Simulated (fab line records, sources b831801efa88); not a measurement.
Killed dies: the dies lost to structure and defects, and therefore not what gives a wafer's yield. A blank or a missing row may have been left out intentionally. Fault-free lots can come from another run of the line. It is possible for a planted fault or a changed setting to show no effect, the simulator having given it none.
Which of the tools did it? -- flow sky130 -- route of 708 steps, sampled at 1 step: 12 lots, 36 wafers

WHAT THE GAUGES READ, wafer by wafer
SKY_FIELD_ISO_THK_MEAS_25.
lot,measured,on,FIELD_ISO_CVD_24_THK (nm)
L075,day 2 12:23,film_metro-04,578 593 583
L077,day 2 23:44,film_metro-04,594 591 600
L079,day 3 07:51,film_metro-02,603 597 595
L081,day 3 21:16,film_metro-04,586 595 593
L083,day 4 06:58,film_metro-04,593 591 595
L085,day 4 14:41,film_metro-04,589 592 597
L087,day 5 03:31,film_metro-02,600 602 602
L089,day 5 14:44,film_metro-01,601 582 591
L091,day 6 00:22,film_metro-04,600 602 600
L093,day 6 09:08,film_metro-02,611 598 596
L095,day 7 00:16,film_metro-01,585 601 585
L097,day 7 07:02,film_metro-04,595 599 592

EACH LOT AND THE TOOL THAT RAN IT (in order: tool; ch and the chambers of the sampled wafers; start)
The record shows no process step preceding these readings.

THE ANSWER, worked out from the rows above alone
Rule: what is usual is taken from the lots themselves. The widest of any qualifying gaps counts: lots, ordered by their means at a reading, are off when they make up no more than a third of the lots, leave a main group of 4 or more, and stand apart from it by 3 or more times the standard deviation of that group's means. A main group whose means are all the same, to the digits that the tables above print for the reading, isn't used. Also off: a lot with no number at a reading for which 4 or more lots have one. Where the step has rows for the other lots, those lots are counted as sound.
Nothing can be told from this: no lot is off at any reading shown.

WHAT THE SIMULATOR HAD INSERTED
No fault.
